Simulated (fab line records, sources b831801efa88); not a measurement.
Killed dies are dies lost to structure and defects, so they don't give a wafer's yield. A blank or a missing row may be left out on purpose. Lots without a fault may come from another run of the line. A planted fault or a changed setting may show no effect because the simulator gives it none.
fab line records | flow sky130
record lots=5 wafers=15 last_day=50
route steps=708 shown LI_CONTACT@365 LOCAL_INTERCONNECT@387
lots that met no fault: from a run of the same line without faults
start_h: hours from the record's first day to the start of the lot's first wafer shown | wait_h: hours since the lot's step before | " the same as in the row above | L1.1+2: a row that stands for several wafers | - no value, or no start given | * or withheld: withheld | < > ~ a bound
route shown NAME@n: a module of which the file shows steps, and the number in the route of the first | usual: mean/standard deviation of fault-free wafers | same: alike in all rows | chamber/n: place in a boat | sites: the reading at each site | _std_site: their standard deviation | _edge_site: outer sites' mean less inner sites' | radius_mm: how far each site lies from the wafer's centre | mask NAME#n: copy n | behind: the tool/chamber that last shaped the wafer | hold: why the lot was held/for how many hours/how that ended | device: the transistor (n, p or np) that didn't switch | end of line: the same wafers' tests at the end of the route | a step without rows: its recipe alone | killed: dies lost to structure and defects at the first sort, not the wafer's yield | map: a wafer's dies, x killed, . not, _ none there
set.NAME: the setting as run; set.NAME@STEP: as run at that earlier step | model.NAME: the simulator's own value behind a step, which no gauge read
lots at some steps of the route; a table a step, a row a wafer
services: from which hour (start_h, from the record's first day; less than 0 if before it) a tool's chamber was out of use, for how many hours, and why
## steps
# step SKY_LI_CONTACT_BOW_MEAS_03
# recipe mode=bow
# usual LI_CONTACT_BOW=56/6.8
# columns lot.wafer tool chamber start_h wait_h LI_CONTACT_BOW[um]
L079.4 film_metro-03 - 695.77 0.3 50
L079.5 " - " " 56
L079.6 " - " " 53
L082.1 film_metro-02 - 726.61 0.2 60
L082.2 " - " " 63
L082.5 " - " " 62
L084.1 film_metro-02 - 729.13 0.1 58
L084.3 " - " " 57
L084.6 " - " " 70
L093.2 film_metro-02 - 804.93 0.2 65
L093.4 " - " " 59
L093.6 " - " " 64
L094.3 film_metro-02 - 807.76 0.1 57
L094.4 " - " " 57
L094.6 " - " " 56
# step SKY_LI_CONTACT_DEHYDRATE_04
# recipe temp_c=200 time_s=60
# same time_s=60
# columns lot.wafer tool chamber start_h wait_h
L079.4+5+6 litho_track-04 0 708.72 12.9
L082.1+2+5 litho_track-04 0 739.74 13.1
L084.1+3+6 litho_track-02 0 742.20 13.0
L093.2+4+6 litho_track-04 0 818.17 13.2
L094.3+4+6 litho_track-03 0 820.58 12.8
# step SKY_LI_CONTACT_HMDS_05
# recipe prime_time_s=60 prime_temp_c=120
# columns lot.wafer tool chamber start_h wait_h
L079.4+5+6 litho_track-04 0 708.87 0.1
L082.1+2+5 litho_track-04 0 739.89 0.1
L084.1+3+6 litho_track-02 0 742.35 0.1
L093.2+4+6 litho_track-04 0 818.32 0.1
L094.3+4+6 litho_track-03 0 820.73 0.1
# step SKY_LI_CONTACT_COAT_06
# recipe resist=BARC temp_c=withheld time_s=withheld spin_rpm=3000 resist_thk_nm=60
# usual dispense_pressure_kPa=50/4
# columns lot.wafer tool chamber start_h wait_h dispense_pressure_kPa
L079.4 litho_track-04 0 709.02 0.1 46
L079.5 " 0 " " 46
L079.6 " 0 " " 46
L082.1 litho_track-04 0 740.04 0.1 46
L082.2 " 0 " " 46
L082.5 " 0 " " 46
L084.1 litho_track-02 0 742.50 0.1 52
L084.3 " 0 " " 52
L084.6 " 0 " " 52
L093.2 litho_track-04 0 818.47 0.1 46
L093.4 " 0 " " 46
L093.6 " 0 " " 46
L094.3 litho_track-03 0 820.88 0.1 55
L094.4 " 0 " " 55
L094.6 " 0 " " 55
# step SKY_LI_CONTACT_COAT_07
# recipe resist=KrF-thick spin_rpm=3000 resist_thk_nm=450
# usual dispense_pressure_kPa=50/4
# columns lot.wafer tool chamber start_h wait_h dispense_pressure_kPa
L079.4 litho_track-04 0 - - 46
L079.5 " 0 " " 46
L079.6 " 0 " " 46
L082.1 litho_track-04 0 - - 46
L082.2 " 0 " " 46
L082.5 " 0 " " 46
L084.1 litho_track-02 0 - - 52
L084.3 " 0 " " 52
L084.6 " 0 " " 52
L093.2 litho_track-04 0 - - 46
L093.4 " 0 " " 46
L093.6 " 0 " " 46
L094.3 litho_track-03 0 - - 55
L094.4 " 0 " " 55
L094.6 " 0 " " 55
# step SKY_LI_CONTACT_SOFTBAKE_08
# recipe temp_c=100 time_s=90 resist=KrF-thick
# same time_s=90
# columns lot.wafer tool chamber start_h wait_h
L079.4+5+6 litho_track-04 0 - -
L082.1+2+5 litho_track-04 0 - -
L084.1+3+6 litho_track-02 0 - -
L093.2+4+6 litho_track-04 0 - -
L094.3+4+6 litho_track-03 0 - -
# step SKY_LI_CONTACT_EXPOSE_09
# recipe mask_id=LICM1 na=0.8 source_shape=annular sigma_inner=0.55 sigma_outer=0.85 target_cd_nm=170 dose_mj=38
# usual stage_vel_mm_s=500.04/0.27
# columns lot.wafer tool chamber start_h wait_h mask stage_vel_mm_s
L079.4 krf_scanner-01 0 - - LICM1#0 500.38
L079.5 " 0 " " LICM1#0 499.87
L079.6 " 0 " " LICM1#0 500.28
L082.1 krf_scanner-01 0 - - LICM1#0 500.24
L082.2 " 0 " " LICM1#0 499.79
L082.5 " 0 " " LICM1#0 500.36
L084.1 krf_scanner-02 0 - - LICM1#0 500.06
L084.3 " 0 " " LICM1#0 500.16
L084.6 " 0 " " LICM1#0 500.20
L093.2 krf_scanner-01 0 - - LICM1#0 499.93
L093.4 " 0 " " LICM1#0 499.83
L093.6 " 0 " " LICM1#0 500.12
L094.3 krf_scanner-01 0 - - LICM1#0 500.08
L094.4 " 0 " " LICM1#0 499.88
L094.6 " 0 " " LICM1#0 499.70
# step SKY_LI_CONTACT_PEB_10
# recipe peb_temp_c=withheld peb_time_s=withheld resist=KrF-thick
# columns lot.wafer tool chamber start_h wait_h
L079.4+5+6 litho_track-04 0 - -
L082.1+2+5 litho_track-02 0 - -
L084.1+3+6 litho_track-04 0 - -
L093.2+4+6 litho_track-02 0 - -
L094.3+4+6 litho_track-03 0 - -
# step SKY_LI_CONTACT_DEVELOP_11
# recipe develop_time_s=60 resist=KrF-thick dev_temp_c=21
# columns lot.wafer tool chamber start_h wait_h
L079.4+5+6 litho_track-04 0 - -
L082.1+2+5 litho_track-02 0 - -
L084.1+3+6 litho_track-04 0 - -
L093.2+4+6 litho_track-02 0 - -
L094.3+4+6 litho_track-03 0 - -
# step SKY_LI_CONTACT_CD_MEAS_12
# recipe target_cd_nm=170
# usual cd_nm=169.9/1.5
# columns lot.wafer tool chamber start_h wait_h cd_nm
L079.4 cd_sem-01 - 723.35 - 168.2
L079.5 " - " " 168.5
L079.6 " - " " 168.6
L082.1 cd_sem-02 - 754.85 - 169.4
L082.2 " - " " 169.9
L082.5 " - " " 171.0
L084.1 cd_sem-02 - 756.89 - 172.1
L084.3 " - " " 174.3
L084.6 " - " " 172.4
L093.2 cd_sem-01 - 831.62 - 168.2
L093.4 " - " " 170.1
L093.6 " - " " 170.1
L094.3 cd_sem-02 - 834.22 - 167.4
L094.4 " - " " 166.8
L094.6 " - " " 167.8
# step SKY_LI_CONTACT_OVL_MEAS_13
# usual LI_CONTACT_OVL=0/5.4
# columns lot.wafer tool chamber start_h wait_h LI_CONTACT_OVL[nm]
L079.4 overlay-01 - 723.43 0.1 2
L079.5 " - " " -6
L079.6 " - " " 1
L082.1 overlay-02 - 754.97 0.1 1
L082.2 " - " " 4
L082.5 " - " " -1
L084.1 overlay-01 - 757.01 0.1 -12
L084.3 " - " " -10
L084.6 " - " " -10
L093.2 overlay-02 - 831.73 0.1 5
L093.4 " - " " 4
L093.6 " - " " 3
L094.3 overlay-02 - 834.31 0.1 10
L094.4 " - " " 9
L094.6 " - " " 10
# step SKY_LI_CONTACT_ETCH_14
# recipe chemistry=N2/H2 target=BARC ion_energy_ev=200 source_w=500 bias_w=100 pressure_mtorr=30 n2_flow_sccm=100 h2_flow_sccm=200 stop_on=SiO2 time_s=45.9 target_depth_a=600
# usual drypump_motor_current_A=5.5/0.45 oes_product_au=0.855/0.0043 throttle_valve_pct=13.223/0.0086
# same time_s=45.9
# columns lot.wafer tool chamber start_h wait_h drypump_motor_current_A oes_product_au rf_hours_counter_h throttle_valve_pct
L079.4 rie_diel-03 1 723.45 0.0 5.9 0.856 30 13.220
L079.5 " 1 " " 5.9 0.855 - 13.215
L079.6 " 0 " " 4.9 0.857 - 13.225
L082.1 rie_diel-04 1 755.01 0.0 4.8 0.852 12 13.229
L082.2 " 2 " " 5.8 0.859 2 13.222
L082.5 " 1 " " 4.8 0.856 - 13.222
L084.1 rie_diel-03 1 757.05 0.0 5.9 0.863 31 13.227
L084.3 " 3 " " 5.3 0.852 12 13.226
L084.6 " 2 " " 5.1 0.857 - 13.218
L093.2 rie_diel-03 3 831.76 0.0 5.3 0.860 14 13.229
L093.4 " 0 " " 4.8 0.855 5 13.238
L093.6 " 0 " " 4.8 0.859 - 13.210
L094.3 rie_diel-03 3 834.34 0.0 5.2 0.852 14 13.226
L094.4 " 2 " " 5.1 0.858 23 13.221
L094.6 " 2 " " 5.1 0.853 - 13.225
# step SKY_LI_CONTACT_ETCH_15
# recipe target=PSG chemistry=C4F8/O2/Ar stop_on=Si taper_deg=4.15 mask_material=KrF-thick source_w=1500 bias_w=1200 pressure_mtorr=40 c4f8_flow_sccm=withheld O2_flow_sccm=6 Ar_flow_sccm=300 time_s=withheld target_depth_a=6000
# usual oes_product_au=0.836/0.0049
# columns lot.wafer tool chamber start_h wait_h oes_product_au
L079.4 rie_diel-03 1 723.49 0.0 0.836
L079.5 " 1 " " 0.846
L079.6 " 0 " " 0.841
L082.1 rie_diel-04 1 755.05 0.0 0.842
L082.2 " 2 " " 0.836
L082.5 " 1 " " 0.837
L084.1 rie_diel-03 1 757.09 0.0 0.836
L084.3 " 3 " " 0.846
L084.6 " 2 " " 0.841
L093.2 rie_diel-03 3 831.80 0.0 0.841
L093.4 " 0 " " 0.834
L093.6 " 0 " " 0.827
L094.3 rie_diel-03 3 834.38 0.0 0.843
L094.4 " 2 " " 0.833
L094.6 " 2 " " 0.838
# step SKY_LI_CONTACT_STRIP_16
# recipe chemistry=O2/N2 power_w=1400 pressure_mtorr=1500 platen_temp_c=withheld o2_flow_sccm=3000 n2_flow_sccm=300 overash_fraction=0.5
# usual drypump_motor_current_A=5.91/0.25 oes_product_au=0.376/0.0046 strip_time_to_endpoint_s=3.50/0.035
# same overash_fraction=0.5
# columns lot.wafer tool chamber start_h wait_h drypump_motor_current_A oes_product_au rf_hours_counter_h strip_time_to_endpoint_s
L079.4 plasma_asher-01 1 723.61 - 5.87 0.375 - 3.52
L079.5 " 0 " " 5.59 0.376 - 3.57
L079.6 " 1 " " 5.86 0.385 - 3.59
L082.1 plasma_asher-01 1 755.14 - 5.84 0.381 91 3.44
L082.2 " 0 " " 5.60 0.377 91 3.52
L082.5 " 1 " " 5.86 0.375 - 3.45
L084.1 plasma_asher-04 1 757.17 - 6.12 0.376 62 3.53
L084.3 " 1 " " 6.10 0.382 - 3.55
L084.6 " 0 " " 5.56 0.373 - 3.46
L093.2 plasma_asher-04 1 831.89 - 6.12 0.381 70 3.53
L093.4 " 1 " " 6.11 0.379 - 3.51
L093.6 " 1 " " 6.11 0.381 - 3.53
L094.3 plasma_asher-02 1 834.50 - 6.24 0.372 - 3.53
L094.4 " 0 " " 5.85 0.374 - 3.45
L094.6 " 1 " " 6.25 0.374 - 3.44
# step SKY_LI_CONTACT_CLEAN_17
# recipe chemistry=NMP time_s=600 temp_c=60 dry=n2_spin
# same time_s=600
# columns lot.wafer tool chamber start_h wait_h
L079.4+5+6 wet_bench-03 2 723.67 0.0
L082.1+2+5 wet_bench-02 2 755.24 0.1
L084.1+3+6 wet_bench-01 2 757.27 0.1
L093.2+4+6 wet_bench-01 1 831.99 0.1
L094.3+4+6 wet_bench-01 3 834.56 0.0
# step SKY_LI_CONTACT_PRE_CLEAN_18
# recipe gas=Ar time_s=5.6 bias_v=358
# same time_s=5.6
# columns lot.wafer tool chamber start_h wait_h
L079.4+5+6 pvd_sputter-02 - 723.86 0.0
L082.1+2+5 pvd_sputter-02 - 755.41 0.0
L084.1+3+6 pvd_sputter-01 - 757.45 0.0
L093.2+4+6 pvd_sputter-01 - 832.20 0.0
L094.3+4+6 pvd_sputter-02 - 834.77 0.0
# step SKY_LI_CONTACT_SPUTTER_19
# recipe material=Ti target_thk_nm=20 chamber_pressure_pa=5 power_w=2500 substrate_temp_c=200 time_s=106.37
# usual throttle_valve_pct=29.9/0.91
# same time_s=106.37
# columns lot.wafer tool chamber start_h wait_h throttle_valve_pct
L079.4 pvd_sputter-02 - 723.91 0.0 31.6
L079.5 " - " " 30.2
L079.6 " - " " 29.9
L082.1 pvd_sputter-02 - 755.43 0.0 30.2
L082.2 " - " " 30.5
L082.5 " - " " 28.0
L084.1 pvd_sputter-01 - 757.47 0.0 29.4
L084.3 " - " " 30.7
L084.6 " - " " 29.5
L093.2 pvd_sputter-01 - 832.22 0.0 29.4
L093.4 " - " " 29.9
L093.6 " - " " 30.1
L094.3 pvd_sputter-02 - 834.79 0.0 30.3
L094.4 " - " " 31.7
L094.6 " - " " 30.0
# step SKY_LI_CONTACT_SPUTTER_20
# recipe material=TiN target_thk_nm=20 chamber_pressure_pa=5 power_w=4000 time_s=80
# usual throttle_valve_pct=29.9/0.89
# same time_s=80
# columns lot.wafer tool chamber start_h wait_h throttle_valve_pct
L079.4 pvd_sputter-02 - 723.98 0.0 31.6
L079.5 " - " " 30.0
L079.6 " - " " 30.4
L082.1 pvd_sputter-02 - 755.51 0.0 30.3
L082.2 " - " " 30.3
L082.5 " - " " 28.1
L084.1 pvd_sputter-01 - 757.54 0.0 29.3
L084.3 " - " " 31.1
L084.6 " - " " 29.6
L093.2 pvd_sputter-01 - 832.29 0.0 29.5
L093.4 " - " " 30.1
L093.6 " - " " 30.2
L094.3 pvd_sputter-02 - 834.87 0.0 30.1
L094.4 " - " " 31.7
L094.6 " - " " 30.0
# step SKY_LI_CONTACT_CVD_21
# recipe material=W target_thk_nm=400 time_s=120.56 temp_c=400 pressure_torr=40
# usual heater_power_w=813/37 susceptor_temp_C=399.99/0.22
# same time_s=120.56
# columns lot.wafer tool chamber start_h wait_h heater_power_w susceptor_temp_C
L079.4 cvd_w-02 0 724.05 0.0 792 400.12
L079.5 " 0 " " 803 400.18
L079.6 " 1 " " 794 399.83
L082.1 cvd_w-01 1 755.57 0.0 883 400.13
L082.2 " 0 " " 819 399.74
L082.5 " 0 " " 775 400.02
L084.1 cvd_w-02 0 757.61 0.0 824 399.75
L084.3 " 1 " " 780 400.01
L084.6 " 1 " " 778 400.01
L093.2 cvd_w-02 0 832.35 0.0 823 400.06
L093.4 " 1 " " 784 399.72
L093.6 " 0 " " 792 399.97
L094.3 cvd_w-01 0 834.97 0.1 784 400.32
L094.4 " 1 " " 855 400.25
L094.6 " 0 " " 811 399.89
# step SKY_LI_CONTACT_RS_MEAS_22
# recipe thk_meas_gauge=four-point-probe reads=W_of_LI_CONTACT_CVD_21+TiN_of_LI_CONTACT_SPUTTER_20+Ti_of_LI_CONTACT_SPUTTER_19
# usual LI_CONTACT_W_RS=0.286/0.0033
# columns lot.wafer tool chamber start_h wait_h LI_CONTACT_W_RS[ohm/sq]
L079.4 film_metro-02 - 724.19 0.1 0.287
L079.5 " - " " 0.286
L079.6 " - " " 0.287
L082.1 film_metro-03 - 755.69 0.1 0.289
L082.2 " - " " 0.291
L082.5 " - " " 0.288
L084.1 film_metro-03 - 757.73 0.1 0.288
L084.3 " - " " 0.282
L084.6 " - " " 0.283
L093.2 film_metro-02 - 832.50 0.1 0.289
L093.4 " - " " 0.286
L093.6 " - " " 0.290
L094.3 film_metro-03 - 835.10 0.1 0.286
L094.4 " - " " 0.282
L094.6 " - " " 0.288
# step SKY_LI_CONTACT_THK_MEAS_23
# recipe thk_meas_gauge=xrf reads=W_of_LI_CONTACT_CVD_21
# usual LI_CONTACT_W_THK=388/6.1
# columns lot.wafer tool chamber start_h wait_h LI_CONTACT_W_THK[nm]
L079.4 film_metro-02 - 724.28 0.1 377
L079.5 " - " " 379
L079.6 " - " " 379
L082.1 film_metro-03 - 755.81 0.1 385
L082.2 " - " " 384
L082.5 " - " " 390
L084.1 film_metro-03 - 757.85 0.1 386
L084.3 " - " " 397
L084.6 " - " " 395
L093.2 film_metro-02 - 832.61 0.1 377
L093.4 " - " " 381
L093.6 " - " " 374
L094.3 film_metro-03 - 835.20 0.1 392
L094.4 " - " " 401
L094.6 " - " " 392
# step SKY_LI_CONTACT_CMP_24
# recipe stop_on=PSG t_overpolish_s=20 down_force_psi=3.5 platen_rpm=60 target_thk_nm=0 pad_velocity_m_s=0.94248
# usual motor_current_A=10.9/1.2 overpolish_run_s=20.000/0.0089 slurry_filter_dp_kPa=13.53/0.13 time_to_endpoint_s=97/4.2
# columns lot.wafer tool chamber start_h wait_h motor_current_A overpolish_run_s slurry_filter_dp_kPa time_to_endpoint_s
L079.4 cmp-01 3 724.41 0.1 12.2 20.003 13.62 101
L079.6 " 1 " " 11.8 19.994 13.47 102
L079.5 " 2 " " 9.6 20.005 13.63 92
L082.2 cmp-02 0 755.87 0.0 9.2 20.003 13.54 99
L082.1 " 1 " " 10.9 19.984 13.28 95
L082.5 " 0 " " 10.0 20.012 13.67 95
L084.3 cmp-01 2 758.06 0.2 9.2 19.989 13.51 97
L084.1 " 0 " " 9.5 20.013 13.59 98
L084.6 " 1 " " 11.2 20.014 13.56 105
L093.2 cmp-01 0 832.76 0.1 9.9 19.995 13.77 95
L093.4 " 1 " " 11.2 19.998 13.64 103
L093.6 " 3 " " 12.1 19.990 13.53 95
L094.3 cmp-02 2 835.29 0.1 12.5 20.011 13.52 98
L094.4 " 3 " " 11.7 20.015 13.74 102
L094.6 " 2 " " 12.2 19.998 13.44 96
# step SKY_LOCAL_INTERCONNECT_SPUTTER_00
# recipe material=TiN target_thk_nm=100 temp_c=300 power_w=6500 time_s=83.3 chamber_pressure_pa=0.4
# usual susceptor_temp_C=300.02/0.18 throttle_valve_pct=29.9/0.89
# same time_s=83.3
# columns lot.wafer tool chamber start_h wait_h susceptor_temp_C throttle_valve_pct
L079.4 pvd_sputter-03 - 724.61 0.1 299.63 28.7
L079.5 " - " " 300.12 31.0
L079.6 " - " " 299.49 30.5
L082.1 pvd_sputter-04 - 756.17 0.2 299.98 29.4
L082.2 " - " " 299.97 30.5
L082.5 " - " " 299.96 29.5
L084.1 pvd_sputter-02 - 758.31 0.1 300.01 30.3
L084.3 " - " " 300.11 28.0
L084.6 " - " " 300.49 30.2
L093.2 pvd_sputter-04 - 832.96 0.1 300.24 29.9
L093.4 " - " " 299.93 29.6
L093.6 " - " " 300.02 28.8
L094.3 pvd_sputter-03 - 835.54 0.2 300.04 30.6
L094.4 " - " " 300.23 30.2
L094.6 " - " " 300.04 30.0
# step SKY_LOCAL_INTERCONNECT_RS_MEAS_01
# recipe thk_meas_gauge=four-point-probe reads=TiN_of_LOCAL_INTERCONNECT_SPUTTER_00
# usual LOCAL_INTERCONNECT_TIN_RS=14.11/0.15
# columns lot.wafer tool chamber start_h wait_h LOCAL_INTERCONNECT_TIN_RS[ohm/sq]
L079.4 film_metro-03 - 724.73 0.1 14.03
L079.5 " - " " 13.92
L079.6 " - " " 14.23
L082.1 film_metro-02 - 756.24 0.0 14.52
L082.2 " - " " 14.31
L082.5 " - " " 14.51
L084.1 film_metro-01 - 758.37 0.0 13.98
L084.3 " - " " 14.24
L084.6 " - " " 13.88
L093.2 film_metro-03 - 833.04 0.1 13.85
L093.4 " - " " 14.10
L093.6 " - " " 13.91
L094.3 film_metro-02 - 835.64 0.1 14.22
L094.4 " - " " 14.14
L094.6 " - " " 14.22
# step SKY_LOCAL_INTERCONNECT_THK_MEAS_02
# recipe thk_meas_gauge=xrf reads=TiN_of_LOCAL_INTERCONNECT_SPUTTER_00
# usual LOCAL_INTERCONNECT_TIN_THK=98.3/1
# columns lot.wafer tool chamber start_h wait_h LOCAL_INTERCONNECT_TIN_THK[nm]
L079.4 film_metro-03 - 724.82 0.1 98.9
L079.5 " - " " 99.6
L079.6 " - " " 97.5
L082.1 film_metro-02 - 756.36 0.1 95.5
L082.2 " - " " 97.0
L082.5 " - " " 95.8
L084.1 film_metro-01 - 758.49 0.1 99.8
L084.3 " - " " 97.9
L084.6 " - " " 99.9
L093.2 film_metro-03 - 833.15 0.1 99.6
L093.4 " - " " 97.8
L093.6 " - " " 98.9
L094.3 film_metro-02 - 835.74 0.1 98.1
L094.4 " - " " 98.3
L094.6 " - " " 98.2
# step SKY_LOCAL_INTERCONNECT_DEHYDRATE_03
# recipe temp_c=200 time_s=60
# same time_s=60
# columns lot.wafer tool chamber start_h wait_h
L079.4+5+6 litho_track-02 0 737.18 12.3
L082.1+2+5 litho_track-01 0 768.68 12.3
L084.1+3+6 litho_track-01 0 771.08 12.6
L093.2+4+6 litho_track-02 0 846.13 13.0
L094.3+4+6 litho_track-04 0 848.89 13.1
# step SKY_LOCAL_INTERCONNECT_HMDS_04
# recipe prime_time_s=60 prime_temp_c=120
# columns lot.wafer tool chamber start_h wait_h
L079.4+5+6 litho_track-02 0 737.33 0.1
L082.1+2+5 litho_track-01 0 768.83 0.1
L084.1+3+6 litho_track-01 0 771.23 0.1
L093.2+4+6 litho_track-02 0 846.28 0.1
L094.3+4+6 litho_track-04 0 849.04 0.1
# step SKY_LOCAL_INTERCONNECT_COAT_05
# recipe resist=BARC temp_c=withheld time_s=withheld spin_rpm=3000 resist_thk_nm=60
# usual dispense_pressure_kPa=47/3.1
# columns lot.wafer tool chamber start_h wait_h dispense_pressure_kPa
L079.4 litho_track-02 0 737.48 0.1 52
L079.5 " 0 " " 52
L079.6 " 0 " " 52
L082.1 litho_track-01 0 768.98 0.1 45
L082.2 " 0 " " 45
L082.5 " 0 " " 45
L084.1 litho_track-01 0 771.38 0.1 45
L084.3 " 0 " " 45
L084.6 " 0 " " 45
L093.2 litho_track-02 0 846.43 0.1 52
L093.4 " 0 " " 52
L093.6 " 0 " " 52
L094.3 litho_track-04 0 849.19 0.1 46
L094.4 " 0 " " 46
L094.6 " 0 " " 46
# step SKY_LOCAL_INTERCONNECT_COAT_06
# recipe resist=KrF-thick spin_rpm=3000 resist_thk_nm=450
# usual dispense_pressure_kPa=47/3.1
# columns lot.wafer tool chamber start_h wait_h dispense_pressure_kPa
L079.4 litho_track-02 0 - - 52
L079.5 " 0 " " 52
L079.6 " 0 " " 52
L082.1 litho_track-01 0 - - 45
L082.2 " 0 " " 45
L082.5 " 0 " " 45
L084.1 litho_track-01 0 - - 45
L084.3 " 0 " " 45
L084.6 " 0 " " 45
L093.2 litho_track-02 0 - - 52
L093.4 " 0 " " 52
L093.6 " 0 " " 52
L094.3 litho_track-04 0 - - 46
L094.4 " 0 " " 46
L094.6 " 0 " " 46
# step SKY_LOCAL_INTERCONNECT_SOFTBAKE_07
# recipe temp_c=100 time_s=90 resist=KrF-thick
# same time_s=90
# columns lot.wafer tool chamber start_h wait_h
L079.4+5+6 litho_track-02 0 - -
L082.1+2+5 litho_track-01 0 - -
L084.1+3+6 litho_track-01 0 - -
L093.2+4+6 litho_track-02 0 - -
L094.3+4+6 litho_track-04 0 - -
# step SKY_LOCAL_INTERCONNECT_EXPOSE_08
# recipe mask_id=LI1M na=0.8 source_shape=annular sigma_inner=0.55 sigma_outer=0.85 target_cd_nm=170 dose_mj=28
# usual stage_vel_mm_s=500.04/0.25
# columns lot.wafer tool chamber start_h wait_h mask stage_vel_mm_s
L079.4 krf_scanner-02 0 - - LI1M#0 500.07
L079.5 " 0 " " LI1M#0 499.89
L079.6 " 0 " " LI1M#0 500.11
L082.1 krf_scanner-01 0 - - LI1M#0 499.54
L082.2 " 0 " " LI1M#0 500.22
L082.5 " 0 " " LI1M#0 500.43
L084.1 krf_scanner-01 0 - - LI1M#0 500.12
L084.3 " 0 " " LI1M#0 499.43
L084.6 " 0 " " LI1M#0 499.98
L093.2 krf_scanner-01 0 - - LI1M#0 499.84
L093.4 " 0 " " LI1M#0 499.93
L093.6 " 0 " " LI1M#0 500.03
L094.3 krf_scanner-02 0 - - LI1M#0 499.83
L094.4 " 0 " " LI1M#0 499.64
L094.6 " 0 " " LI1M#0 499.67
# step SKY_LOCAL_INTERCONNECT_PEB_09
# recipe peb_temp_c=withheld peb_time_s=withheld resist=KrF-thick
# columns lot.wafer tool chamber start_h wait_h
L079.4+5+6 litho_track-02 0 - -
L082.1+2+5 litho_track-04 0 - -
L084.1+3+6 litho_track-01 0 - -
L093.2+4+6 litho_track-01 0 - -
L094.3+4+6 litho_track-04 0 - -
# step SKY_LOCAL_INTERCONNECT_DEVELOP_10
# recipe develop_time_s=60 resist=KrF-thick dev_temp_c=21
# columns lot.wafer tool chamber start_h wait_h
L079.4+5+6 litho_track-02 0 - -
L082.1+2+5 litho_track-04 0 - -
L084.1+3+6 litho_track-01 0 - -
L093.2+4+6 litho_track-01 0 - -
L094.3+4+6 litho_track-04 0 - -
# step SKY_LOCAL_INTERCONNECT_CD_MEAS_11
# recipe target_cd_nm=170
# usual cd_nm=169.9/1.3
# columns lot.wafer tool chamber start_h wait_h cd_nm
L079.4 cd_sem-01 - 752.11 - 170.1
L079.5 " - " " 168.8
L079.6 " - " " 170.1
L082.1 cd_sem-01 - 783.69 - 171.9
L082.2 " - " " 171.7
L082.5 " - " " 171.1
L084.1 cd_sem-01 - 785.48 - 169.6
L084.3 " - " " 169.3
L084.6 " - " " 170.3
L093.2 cd_sem-02 - 859.35 - 167.6
L093.4 " - " " 168.4
L093.6 " - " " 170.2
L094.3 cd_sem-02 - 862.43 - 171.7
L094.4 " - " " 170.1
L094.6 " - " " 171.5
# step SKY_LOCAL_INTERCONNECT_OVL_MEAS_12
# usual LOCAL_INTERCONNECT_OVL=3/4.9
# columns lot.wafer tool chamber start_h wait_h LOCAL_INTERCONNECT_OVL[nm]
L079.4 overlay-02 - 752.19 0.1 8
L079.5 " - " " 2
L079.6 " - " " 1
L082.1 overlay-02 - 783.81 0.1 1
L082.2 " - " " 1
L082.5 " - " " 2
L084.1 overlay-01 - 785.60 0.1 4
L084.3 " - " " 4
L084.6 " - " " 4
L093.2 overlay-02 - 859.46 0.1 5
L093.4 " - " " 11
L093.6 " - " " 10
L094.3 overlay-01 - 862.52 0.1 -1
L094.4 " - " " 6
L094.6 " - " " -6
# step SKY_LOCAL_INTERCONNECT_ETCH_13
# recipe chemistry=N2/H2 target=BARC ion_energy_ev=200 bias_w=100 pressure_mtorr=30 n2_flow_sccm=100 h2_flow_sccm=200 icp_w=500 stop_on=SiO2 time_s=45.9 target_depth_a=600
# usual drypump_motor_current_A=5.61/0.26 oes_product_au=0.854/0.0047 throttle_valve_pct=13.225/0.0094
# same time_s=45.9
# columns lot.wafer tool chamber start_h wait_h drypump_motor_current_A oes_product_au rf_hours_counter_h throttle_valve_pct
L079.4 rie_metal-03 0 752.23 0.0 5.70 0.853 - 13.212
L079.5 " 1 " " 5.84 0.852 - 13.210
L079.6 " 0 " " 5.66 0.855 - 13.221
L082.1 rie_metal-03 1 783.85 0.0 5.83 0.857 13 13.242
L082.2 " 0 " " 5.69 0.862 10 13.218
L082.5 " 1 " " 5.82 0.857 - 13.226
L084.1 rie_metal-01 1 785.64 0.0 5.10 0.851 5 13.237
L084.3 " 1 " " 5.11 0.857 - 13.230
L084.6 " 1 " " 5.13 0.847 - 13.221
L093.2 rie_metal-02 1 859.49 0.0 5.54 0.856 7 13.208
L093.4 " 1 " " 5.54 0.858 - 13.232
L093.6 " 1 " " 5.53 0.856 - 13.222
L094.3 rie_metal-01 1 862.57 0.0 5.14 0.857 - 13.224
L094.4 " 0 " " 6.04 0.854 - 13.215
L094.6 " 0 " " 6.04 0.857 - 13.229
# step SKY_LOCAL_INTERCONNECT_METAL_ETCH_14
# recipe target_depth_nm=110 stop_on=PSG chemistry=Cl2/BCl3 target=TiN resist_sidewall_deg=88 pressure_mtorr=10 icp_w=900 bias_w=48.5 Cl2_flow_sccm=60 bcl3_flow_sccm=30 time_s=31.4
# usual drypump_motor_current_A=5.60/0.26 oes_product_au=0.943/0.0069 throttle_valve_pct=21.900/0.01
# same time_s=31.4
# columns lot.wafer tool chamber start_h wait_h drypump_motor_current_A oes_product_au rf_hours_counter_h throttle_valve_pct
L079.4 rie_metal-03 0 752.29 0.0 5.67 0.950 - 21.908
L079.5 " 1 " " 5.82 0.950 - 21.886
L079.6 " 0 " " 5.68 0.940 - 21.904
L082.1 rie_metal-03 1 783.91 0.0 5.81 0.924 13 21.924
L082.2 " 0 " " 5.68 0.936 10 21.920
L082.5 " 1 " " 5.82 0.929 - 21.915
L084.1 rie_metal-01 1 785.70 0.0 5.09 0.947 5 21.885
L084.3 " 1 " " 5.12 0.931 - 21.905
L084.6 " 1 " " 5.12 0.952 - 21.893
L093.2 rie_metal-02 1 859.55 0.0 5.50 0.955 7 21.904
L093.4 " 1 " " 5.54 0.948 - 21.897
L093.6 " 1 " " 5.52 0.953 - 21.894
L094.3 rie_metal-01 1 862.63 0.0 5.13 0.938 - 21.898
L094.4 " 0 " " 6.02 0.941 - 21.908
L094.6 " 0 " " 6.05 0.943 - 21.918
## services
# columns tool chamber start_h hours kind
rie_diel-04 2 687.68 3.8 repair
rie_diel-03 - 696.78 0.4 repair
krf_scanner-02 - 708.73 1.3 pm
rie_metal-02 0 709.97 21.6 repair
cvd_w-01 0 721.04 5.2 repair
cmp-02 - 723.92 0.7 repair
plasma_asher-04 - 727.28 3.2 repair
rie_diel-03 3 731.95 4.3 repair
krf_scanner-01 - 734.89 1.3 pm
cmp-01 - 744.29 4.0 pm
cmp-01 - 752.86 0.4 repair
krf_scanner-01 - 754.25 3.6 pm
krf_scanner-02 - 755.05 1.7 repair
krf_scanner-01 - 757.80 0.8 pm
krf_scanner-02 - 758.55 0.8 pm
rie_metal-01 - 762.36 0.7 repair
pvd_sputter-01 - 765.12 3.5 repair
krf_scanner-02 - 775.35 1.7 repair
krf_scanner-02 - 782.99 1.0 pm
cvd_w-02 - 787.16 2.1 repair
krf_scanner-01 - 789.76 1.0 pm
krf_scanner-01 - 793.52 4.0 pm
rie_metal-03 1 807.27 1.1 repair
krf_scanner-01 - 859.36 0.2 repair
## key
fault none
